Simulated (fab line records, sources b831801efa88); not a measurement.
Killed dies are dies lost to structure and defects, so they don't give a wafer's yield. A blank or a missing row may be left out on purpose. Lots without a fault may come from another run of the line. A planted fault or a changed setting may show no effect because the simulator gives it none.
Which tool did it? | flow sky130 | 11 lots, 33 wafers sampled, at 2 steps of a route of 708

WHAT THE GAUGES READ, wafer by wafer
SKY_METAL2_THK_MEAS_06: measures by xrf.
lot  | measured     | on            | METAL2_ALCU_THK (nm)
L105 | day 35 05:34 | film_metro-03 | 255.4 254.4 252.5
L106 | day 35 05:55 | film_metro-04 | 252.1 254.8 251.9
L107 | day 35 11:45 | film_metro-02 | 250.6 253.2 252.4
L110 | day 36 09:09 | film_metro-03 | 250.9 250.6 250.8
L113 | day 36 22:49 | film_metro-02 | 251.6 248.3 252.0
L115 | day 37 21:19 | film_metro-02 | 250.4 245.1 247.9
L116 | day 38 07:14 | film_metro-03 | 253.3 256.8 252.5
L122 | day 40 01:21 | film_metro-03 | 247.3 245.9 247.5
L123 | day 40 14:26 | film_metro-02 | 247.1 249.4 251.9
L124 | day 41 06:34 | film_metro-03 | 249.6 250.4 248.1
L126 | day 42 07:34 | film_metro-04 | 252.2 251.4 253.4

WHICH TOOL RAN EACH LOT (tool, then ch and the chambers of the sampled wafers, then the start)
lot  | SKY_METAL2_SPUTTER_02
L105 | pvd_sputter-02, day 35 05:22
L106 | pvd_sputter-04, day 35 05:42
L107 | pvd_sputter-04, day 35 11:32
L110 | pvd_sputter-04, day 36 08:56
L113 | pvd_sputter-04, day 36 22:35
L115 | pvd_sputter-02, day 37 21:05
L116 | pvd_sputter-03, day 38 07:01
L122 | pvd_sputter-04, day 40 01:08
L123 | pvd_sputter-04, day 40 14:13
L124 | pvd_sputter-04, day 41 06:22
L126 | pvd_sputter-04, day 42 07:14
- SKY_METAL2_SPUTTER_02: material AlCu, target thk 250 nm, time 13.3 s.

THE ANSWER, worked out from the rows above alone
Rule: what is usual is taken from the lots themselves. Put in order of their means at a reading, lots are off if they are a third of the lots or fewer, leave a main group of 4 or more, and stand apart from it by a gap of 3 or more times the standard deviation of the main group's means; of several such gaps the widest counts. A main group whose means are all the same, to the digits that the tables above print for the reading, isn't used. A lot without any number at a reading at which 4 lots or more have one is off too. The other lots that the step has rows for count as sound.
No lot is off at any reading shown: from this, nothing can be told.

WHAT THE SIMULATOR HAD PUT IN
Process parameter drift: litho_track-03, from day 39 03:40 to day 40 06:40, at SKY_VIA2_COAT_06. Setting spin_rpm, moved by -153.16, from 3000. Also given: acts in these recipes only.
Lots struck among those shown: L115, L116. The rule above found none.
